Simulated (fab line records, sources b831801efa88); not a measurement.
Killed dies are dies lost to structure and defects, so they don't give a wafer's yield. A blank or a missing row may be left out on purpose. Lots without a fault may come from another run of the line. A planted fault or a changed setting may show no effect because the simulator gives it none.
Which tool did it? | flow sky130 | 11 lots, 33 wafers sampled, at 5 steps of a route of 708

WHAT THE GAUGES READ, wafer by wafer
SKY_GATE_OXIDE_THK_MEAS_02. Usual: GATE_OXIDE_OXIDATION_00_THK 10.20 nm, standard deviation 0.25.
lot  | measured     | on            | GATE_OXIDE_OXIDATION_00_THK (nm) | flag
L909 | day 13 05:47 | film_metro-04 | 10.50 10.38 10.67                |
L910 | day 13 15:02 | film_metro-04 | 9.87 10.01 9.96                  |
L912 | day 14 03:12 | film_metro-01 | 10.50 10.41 10.64                |
L913 | day 14 10:45 | film_metro-04 | 10.34 10.30 10.26                |
L915 | day 15 06:24 | film_metro-03 | 10.44 10.47 10.54                |
L921 | day 17 23:47 | film_metro-03 | 10.11 10.10 10.04                |
L923 | day 18 17:02 | film_metro-03 | 10.01 10.18 10.04                |
L924 | day 19 04:56 | film_metro-04 | 10.36 10.43 10.66                |
L925 | day 19 05:29 | film_metro-03 | 9.86 9.71 9.86                   |
L929 | day 20 05:41 | film_metro-04 | 10.06 10.05 9.72                 |
L932 | day 21 02:17 | film_metro-01 | 10.33 10.54 10.20                |

SKY_RES_PROTECT_TW_MEAS_08. Usual: POLY_GATE_TW 4056, standard deviation 53.
lot  | measured     | on            | POLY_GATE_TW   | flag
L909 | day 15 19:16 | film_metro-03 | 3962 3957 3969 |
L910 | day 16 03:50 | film_metro-04 | 4074 4078 4072 |
L912 | day 16 19:26 | film_metro-03 | 3989 4013 3988 |
L913 | day 17 01:59 | film_metro-04 | 4136 4103 4140 |
L915 | day 17 23:36 | film_metro-04 | 4115 4147 4145 |
L921 | day 20 15:11 | film_metro-04 | 4125 4129 4136 |
L923 | day 21 11:02 | film_metro-03 | 3638 3660 3647 | OFF
L924 | day 21 22:32 | film_metro-04 | 3758 3760 3743 | OFF
L925 | day 21 23:13 | film_metro-04 | 4094 4100 4105 |
L929 | day 22 23:35 | film_metro-02 | 4028 4051 4040 |
L932 | day 23 19:47 | film_metro-04 | 4119 4105 4087 |

SKY_POLY_GATE_THK_MEAS_04. Usual: POLY_GATE_CVD_03_THK 75.4 nm, standard deviation 0.69.
lot  | measured     | on            | POLY_GATE_CVD_03_THK (nm) | flag
L909 | day 15 20:44 | film_metro-03 | 75.6 74.7 75.1            |
L910 | day 16 05:18 | film_metro-03 | 75.9 76.7 76.6            |
L912 | day 16 22:01 | film_metro-02 | 75.3 75.7 75.8            |
L913 | day 17 03:55 | film_metro-03 | 74.7 74.5 74.6            |
L915 | day 18 01:35 | film_metro-02 | 75.2 74.8 75.1            |
L921 | day 20 16:40 | film_metro-03 | 76.0 75.8 75.6            |
L923 | day 21 12:31 | film_metro-02 | 74.1 75.0 75.1            |
L924 | day 22 00:00 | film_metro-02 | 75.9 75.5 76.3            |
L925 | day 22 01:22 | film_metro-03 | 74.9 75.5 75.1            |
L929 | day 23 02:21 | film_metro-03 | 75.9 76.0 75.3            |
L932 | day 23 22:52 | film_metro-02 | 75.5 75.7 75.1            |

WHICH TOOL RAN EACH LOT (tool, then ch and the chambers of the sampled wafers, then the start)
lot  | SKY_POLY_GATE_IMPLANT_02        | SKY_RES_PROTECT_STRIP_07
L909 | implanter-01 ch 0, day 15 19:01 | plasma_asher-02 ch 0,1, day 15 19:10
L910 | implanter-04 ch 0, day 16 03:35 | plasma_asher-02 ch 0,1, day 16 03:44
L912 | implanter-04 ch 0, day 16 19:11 | plasma_asher-01 ch 0,1, day 16 19:20
L913 | implanter-02 ch 0, day 17 01:44 | plasma_asher-02 ch 0,1, day 17 01:53
L915 | implanter-01 ch 0, day 17 23:22 | plasma_asher-01 ch 0,1, day 17 23:29
L921 | implanter-04 ch 0, day 20 14:56 | plasma_asher-04 ch 0,1, day 20 15:05
L923 | implanter-04 ch 0, day 21 10:49 | plasma_asher-01 ch 0,1, day 21 10:56
L924 | implanter-04 ch 0, day 21 22:17 | plasma_asher-01 ch 0,1, day 21 22:26
L925 | implanter-01 ch 0, day 21 22:59 | plasma_asher-01 ch 0,1, day 21 23:07
L929 | implanter-01 ch 0, day 22 23:20 | plasma_asher-04 ch 0,1, day 22 23:29
L932 | implanter-01 ch 0, day 23 19:34 | plasma_asher-02 ch 0,1, day 23 19:41
- SKY_POLY_GATE_IMPLANT_02
- SKY_RES_PROTECT_STRIP_07: strips in O2/N2.

WHAT THE TOOLS THEMSELVES READ (means of the sampled wafers that have a number; where no wafer has one, the mark that the record gives instead)
SKY_POLY_GATE_IMPLANT_02. Usual: beam_on_s 32.9 s, standard deviation 1.3; dose_ions_cm2 7.701e+15, standard deviation 8.1e+12; end_station_pressure_torr 1.15e-05 Torr, standard deviation 6.7e-07; faraday_current_uA 12905, standard deviation 480; tilt_deg -0.001 degrees, standard deviation 0.019.
lot  | tool         | beam_on_s (s) | dose_ions_cm2 | end_station_pressure_torr (Torr) | faraday_current_uA | tilt_deg (degrees) | flag
L909 | implanter-01 | 31.9          | 7.707e+15     | 1.11e-05                         | 13260              | 0.013              |
L910 | implanter-04 | 33.1          | 7.695e+15     | 1.18e-05                         | 12818              | -0.002             |
L912 | implanter-04 | 33.3          | 7.711e+15     | 1.12e-05                         | 12734              | 0.007              |
L913 | implanter-02 | 36.6          | 7.703e+15     | 9.77e-06                         | 11614              | -0.006             |
L915 | implanter-01 | 33.4          | 7.714e+15     | 1.14e-05                         | 12665              | 0.015              |
L921 | implanter-04 | 32.9          | 7.700e+15     | 1.16e-05                         | 12853              | -0.005             |
L923 | implanter-04 | 12.4          | 2.917e+15     | 1.49e-05                         | 12890              | -0.027             | OFF
L924 | implanter-04 | 12.1          | 2.932e+15     | 1.50e-05                         | 13147              | 0.003              | OFF
L925 | implanter-01 | 32.8          | 7.697e+15     | 1.16e-05                         | 12894              | 0.014              |
L929 | implanter-01 | 32.2          | 7.702e+15     | 1.15e-05                         | 13150              | 0.000              |
L932 | implanter-01 | 32.5          | 7.694e+15     | 1.20e-05                         | 13088              | -0.009             |

SKY_RES_PROTECT_STRIP_07. Usual: drypump_motor_current_A 5.8 A, standard deviation 0.57; oes_product_au 0.517 a.u., standard deviation 0.0048; strip_time_to_endpoint_s 23.30 s, standard deviation 0.042.
lot  | tool            | drypump_motor_current_A (A) | oes_product_au (a.u.) | strip_time_to_endpoint_s (s) | flag
L909 | plasma_asher-02 | 5.7                         | 0.518                 | 23.26                        |
L910 | plasma_asher-02 | 5.7                         | 0.522                 | 23.29                        |
L912 | plasma_asher-01 | 5.9                         | 0.519                 | 23.35                        |
L913 | plasma_asher-02 | 5.2                         | 0.521                 | 23.36                        |
L915 | plasma_asher-01 | 5.9                         | 0.510                 | 23.30                        |
L921 | plasma_asher-04 | 6.3                         | 0.525                 | 23.27                        |
L923 | plasma_asher-01 | 5.9                         | 0.569                 | 19.55                        | OFF
L924 | plasma_asher-01 | 5.9                         | 0.575                 | 19.52                        | OFF
L925 | plasma_asher-01 | 5.7                         | 0.516                 | 23.36                        |
L929 | plasma_asher-04 | 6.1                         | 0.518                 | 23.27                        |
L932 | plasma_asher-02 | 5.7                         | 0.516                 | 23.30                        |

THE ANSWER, worked out from the rows above alone
Rule: a lot is off if the mean of its wafers that have a number lies more than 3 standard deviations from the usual mean. A lot without any number at a reading at which 4 lots or more have one is off too. The other lots that the step has rows for count as sound. The gauges are gone through in route order, then the tools' own readings, and for those a lot's mean is taken as printed above. The first step at which some lot is off is used, and at that step the reading that is off furthest; a lot without a number counts as furthest.
Off: L923, L924, at SKY_RES_PROTECT_TW_MEAS_08 (POLY_GATE_TW).
A tool fits if, at a process step before that reading, it ran every lot that is off, and no sound lot after the first of them. The gauges at SKY_RES_PROTECT_TW_MEAS_08 aren't tried: what is off there is off at SKY_POLY_GATE_IMPLANT_02 too, on other tools, and a gauge's error can't cause that. One fits: implanter-04 at SKY_POLY_GATE_IMPLANT_02. Its last sound lot is L921 (day 20 14:56), its first lot that is off L923 (day 21 10:49): a fault that began between those two fits.
The tool's own readings at SKY_POLY_GATE_IMPLANT_02 bear it out: on the lots that are off they differ by more than 5 times the standard deviation of the sound lots' means. beam_on_s reads 12.2 s there against 33.2 s on the sound lots; dose_ions_cm2 reads 2.924e+15 there against 7.703e+15 on the sound lots; end_station_pressure_torr reads 1.50e-05 Torr there against 1.13e-05 Torr on the sound lots.

WHAT THE SIMULATOR HAD PUT IN
Process parameter drift: implanter-04, from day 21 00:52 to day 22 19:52, at SKY_POLY_GATE_IMPLANT_02. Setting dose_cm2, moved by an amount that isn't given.
Lots struck among those shown: L923, L924. The rule above found the same.
